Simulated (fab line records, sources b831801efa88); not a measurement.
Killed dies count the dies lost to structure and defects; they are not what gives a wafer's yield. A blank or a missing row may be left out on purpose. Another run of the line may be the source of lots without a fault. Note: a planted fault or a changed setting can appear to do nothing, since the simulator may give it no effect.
Split-lot trial    flow sky130    23 wafers read from 5 lots, route of 708 steps

THE SPLIT
At SKY_PWDE_COAT_02 (resist thk 3000 nm), the setting resistThkNm was moved away from the recipe's 3000 nm on 6 of the 23 wafers read, by +2.1% to +5.5%. This setting was run at the recipe's value on the other wafers.

The reading comes from the split's own step.

THE READING
coat_of_PWDE_COAT_02.thkNm (the simulator's own value, which no gauge read), in nm, at SKY_PWDE_COAT_02 (resist thk 3000 nm). There is no usual value for it anywhere in the file. Across the 17 wafers here that went through the recipe, the average is 3003 nm and the standard deviation 7.3 nm.

wafer   tool, chamber at the split  resistThkNm as run, nm  against the recipe  coat_of_PWDE_COAT_02.thkNm, nm  against lot-mates on the recipe
L074.1  lithoTrack-04, 0            3000                    recipe              3000                            -
L074.4  lithoTrack-04, 0            3000                    recipe              3012                            -
L074.6  lithoTrack-04, 0            3000                    recipe              2997                            -
L077.1  lithoTrack-01, 0            3000                    recipe              3011                            -
L077.2  lithoTrack-01, 0            3166                    +5.5%               3172                            +165
L077.3  lithoTrack-01, 0            3000                    recipe              3007                            -
L077.4  lithoTrack-01, 0            3166                    +5.5%               3171                            +164
L077.5  lithoTrack-01, 0            3000                    recipe              3002                            -
L081.1  lithoTrack-04, 0            3000                    recipe              3010                            -
L081.2  lithoTrack-04, 0            3000                    recipe              2989                            -
L081.4  lithoTrack-04, 0            3000                    recipe              2989                            -
L081.5  lithoTrack-04, 0            3000                    recipe              3002                            -
L081.6  lithoTrack-04, 0            3000                    recipe              2993                            -
L082.1  lithoTrack-04, 0            3000                    recipe              3001                            -
L082.2  lithoTrack-04, 0            3062                    +2.1%               3064                            +58
L082.4  lithoTrack-04, 0            3062                    +2.1%               3064                            +58
L082.3  lithoTrack-04, 0            3000                    recipe              3011                            -
L082.6  lithoTrack-04, 0            3000                    recipe              3005                            -
L084.1  lithoTrack-01, 0            3154                    +5.1%               3154                            +148
L084.3  lithoTrack-01, 0            3000                    recipe              3009                            -
L084.4  lithoTrack-01, 0            3000                    recipe              3010                            -
L084.5  lithoTrack-01, 0            3154                    +5.1%               3157                            +151
L084.6  lithoTrack-01, 0            3000                    recipe              3000                            -

THE FIT
A straight line over all 23 wafers: coat_of_PWDE_COAT_02.thkNm changes by +30.1 nm for each +1% of resistThkNm; r = +0.99; the points scatter about the line by 6.7 nm.
The same after taking each lot's own level away (the mean of its wafers on the recipe; 23 wafers): +29.4 nm for each +1%; r = +1.00; scatter 5.5 nm.
On that fit, the largest move of resistThkNm shifts the reading by 1.6e+02 nm.
Across the lots, their own levels run from 2996.6 to 3006.7 nm, a range of 1.4 times the standard deviation given above.
Hence the lot-to-lot level has little effect on the slope; both slopes agree.
Check: +162 nm against its lot-mates is what the line predicts for one of the wafers moved furthest among these (+5.5%) when that wafer is left out of the fit. It came out at +165 nm against them.

ADDITIONAL SPLITS CARRIED BY THESE WAFERS
Before the reading, these wafers also passed through other splits. Each is held against what the fit with the lots' levels taken away leaves over:
other split on the same wafers    wafers away from the commonest value  r with coat_of_PWDE_COAT_02.thkNm (lot level and that fit taken away)
SKY_FIELD_ISO_OXIDATION_01 tempC  10                                    +0.11
SKY_DNWELL_COAT_02 resistThkNm    5                                     -0.11

THE WHOLE CHAIN: every reading that the file lists as answering this split, in the file's order
step               what it does        reading                                                                      change (the file's fit)               r (the file's)
SKY_PWDE_COAT_02   resist thk 3000 nm  coat_of_PWDE_COAT_02.thkNm (the simulator's own value, which no gauge read)  +29.4 nm for each +1% of the setting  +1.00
SKY_PWDE_STRIP_09  strips in O2/N2     stripTimeToEndpointS                                                         withheld for each +1% of the setting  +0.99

THE FILE'S OWN FIT
coat_of_PWDE_COAT_02.thkNm changes by +29.4 nm for each +1% of resistThkNm, r = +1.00.
